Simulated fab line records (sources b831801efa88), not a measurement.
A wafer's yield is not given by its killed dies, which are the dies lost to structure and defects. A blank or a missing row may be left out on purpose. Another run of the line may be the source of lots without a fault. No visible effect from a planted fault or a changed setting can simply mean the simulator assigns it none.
Problem report, 8D (eight disciplines) form, completed by code :: flow sky130 :: the parts of the form that need people (team, actions taken, sign-off) are left out

## 1. WHAT IS WRONG
rfFwdPowerW at SKY_METAL5_METAL_ETCH_15 reads a mean of 1041.2 W on 4 wafers of 2 lots; wafers without a fault read 896.9 W with a standard deviation of 2.9. Relative to the usual mean, that is a shift of +50 standard deviations.
The step: etches the open film in Cl2/BCl3, stops on SiO2, target depth 1260 nm, time 252 s.
Earliest sighting: wafer L420.1 on rieMetal-01 at day 46 07:10. Wafers with a number at this step in the record: 30, from 10 lots. Rule for "out" (also "out of limits"): further than 4 standard deviations from the usual mean. The other wafers with a number count as sound.

## 2. WHAT THIS IS AND IS NOT
question: which readings at this step
is: rfFwdPowerW
is not: bcl3FlowSccm, drypumpMotorCurrentA

question: which lots
is: L420, L423
is not: L412, L414, L415, L416, L425, L426, L427, L434

question: which wafers of those lots
is: L420.1, L420.2, L420.4, L423.4
is not: L423.3, L423.6

question: read on which tools
is: rieMetal-01
is not: rieMetal-02, rieMetal-04

question: when
is: from day 46 07:10
is not: up to then (12 sound wafers); but 14 sound wafers of L423, L425, L426, L427, L434 came after

## 3. THE SUSPECTS, EACH WITH WHAT RULES IT OUT
Counting: if a tool at a process step up to the reading ran every lot that is out, it stays a suspect. Sound lots after the first of them don't rule it out here, since some wafers of a struck lot are sound.
- lithoTrack-04 at SKY_METAL5_SOFTBAKE_10 (time 61.79 s): kept. It ran every lot that is out, first L420 (day 45 20:40).
- rieMetal-01 at SKY_METAL5_METAL_ETCH_15 (etches the open film in Cl2/BCl3, stops on SiO2, target depth 1260 nm, time 252 s): kept. Ran every lot that is out, first one L420 (day 46 07:10); last sound lot up to then L416 (day 45 02:11). Its own readings are out on those wafers: rfFwdPowerW.
- Within rieMetal-01 at SKY_METAL5_METAL_ETCH_15, the wafers that are out were processed in chamber 1 and their sound lot-mates in chamber 0.
The count leaves rieMetal-01 at SKY_METAL5_METAL_ETCH_15 and lithoTrack-04 at SKY_METAL5_SOFTBAKE_10.

## 4. THE CAUSE (what the simulator had put in)
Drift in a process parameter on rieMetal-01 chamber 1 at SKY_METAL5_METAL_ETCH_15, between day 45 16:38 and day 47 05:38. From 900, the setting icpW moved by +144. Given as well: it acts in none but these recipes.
This tool is one of the 2 suspects left after counting.

## 5. SEQUENCE OF EFFECTS, ordered by route
Each row: a reading whose mean over the struck wafers that have a number lies more than 3 standard deviations from the usual. Scope: only readings with a usual standard deviation given in the record; hours: median across lots of the time from each lot's start at the first step in this table that gives one to its start at this step; sigmas: change in usual standard deviations.
hours: 0
step: SKY_METAL5_METAL_ETCH_15
reading: rfFwdPowerW
usual: 896.9 W
on struck wafers: 1041.2
change: +144.3
sigmas: +50

hours: 0
step: SKY_METAL5_STRIP_16
reading: stripTimeToEndpointS
usual: 13.07 s
on struck wafers: 11.84
change: -1.23
sigmas: -9.5

hours: 41
step: SKY_PAD_OPEN_PROBE_99
reading: sort_bin_5_function
usual: 10.3 %
on struck wafers: 4.9
change: -5.4
sigmas: -3.2
Process steps it contains:
- SKY_METAL5_METAL_ETCH_15: etches the open film in Cl2/BCl3, stops on SiO2, target depth 1260 nm, time 252 s.
- SKY_METAL5_STRIP_16: strips in O2/N2.
- SKY_PAD_OPEN_PROBE_99

## 6. HOW IT WOULD HAVE BEEN CAUGHT EARLIER
In this record the first reading out of limits was taken at day 46 07:10, 15 hours after the fault began at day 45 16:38.
